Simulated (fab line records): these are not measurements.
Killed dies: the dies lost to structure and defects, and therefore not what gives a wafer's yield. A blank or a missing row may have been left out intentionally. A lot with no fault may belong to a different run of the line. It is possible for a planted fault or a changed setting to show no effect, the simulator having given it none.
What tool caused it? -- flow sky130 -- 6 lots with 18 wafers sampled at 3 steps, on a route of 708 steps

## WHAT THE GAUGES READ, wafer by wafer
SKY_NWELL_TW_MEAS_26.
lot,measured,on,NWELL_2_TW
L330,day 5 15:22,film-metro-03,497 495 494
L332,day 6 03:16,film-metro-03,496 494 498
L334,day 6 15:05,film-metro-03,495 496 495
L343,day 8 22:52,film-metro-04,829 832 828
L345,day 9 16:28,film-metro-04,830 827 829
L351,day 11 14:13,film-metro-04,497 498 499

## WHAT TOOL EACH LOT RAN ON (gives the tool, then ch and the chambers of the sampled wafers, and finally the start)
lot,SKY_NWELL_STRIP_14,SKY_NWELL_IMPLANT_24
L330,"plasma-asher-04 ch 0,1, day 4 21:43","implanter-01 ch 0, day 5 15:10"
L332,"plasma-asher-02 ch 0,1, day 5 08:41","implanter-03 ch 0, day 6 03:01"
L334,"plasma-asher-02 ch 0, day 5 20:47","implanter-03 ch 0, day 6 14:51"
L343,"plasma-asher-02 ch 0,1, day 8 01:07","implanter-04 ch 0, day 8 22:37"
L345,"plasma-asher-03 ch 0,1, day 8 18:28","implanter-04 ch 0, day 9 16:13"
L351,"plasma-asher-03 ch 0,1, day 10 15:24","implanter-01 ch 0, day 11 13:59"
- SKY_NWELL_STRIP_14: strips in O2/N2.
- SKY_NWELL_IMPLANT_24

## THE ANSWER, worked out from the rows above alone
Rule: what is usual is taken from the lots themselves. The widest of any qualifying gaps counts: lots, ordered by their means at a reading, are off when they make up no more than a third of the lots, leave a main group of 4 or more, and stand apart from it by 3 or more times the standard deviation of that group's means. If all means in a main group match to the digits the tables above print for the reading, that group is not used. Also off: a lot with no number at a reading for which 4 or more lots have one. The other lots that the step has rows for count as sound.
Off: L343, L345, at SKY_NWELL_TW_MEAS_26 (NWELL_2_TW). The main group has a mean of 496 with a standard deviation of 1.1.
A tool fits if, at a process step before that reading, it ran every lot that is off, and no sound lot after the first of them. The gauges at SKY_NWELL_TW_MEAS_26 are tried like those tools. One candidate fits, namely implanter-04 at SKY_NWELL_IMPLANT_24. It ran no sound lot before its first lot that is off in this sample, so the start can't be narrowed down.

## WHAT WAS PUT IN BY THE SIMULATOR
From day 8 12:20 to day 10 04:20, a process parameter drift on implanter-04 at SKY_NWELL_IMPLANT_24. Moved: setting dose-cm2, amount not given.
Lots struck among those shown: L343, L345. The rule given above showed the same thing.
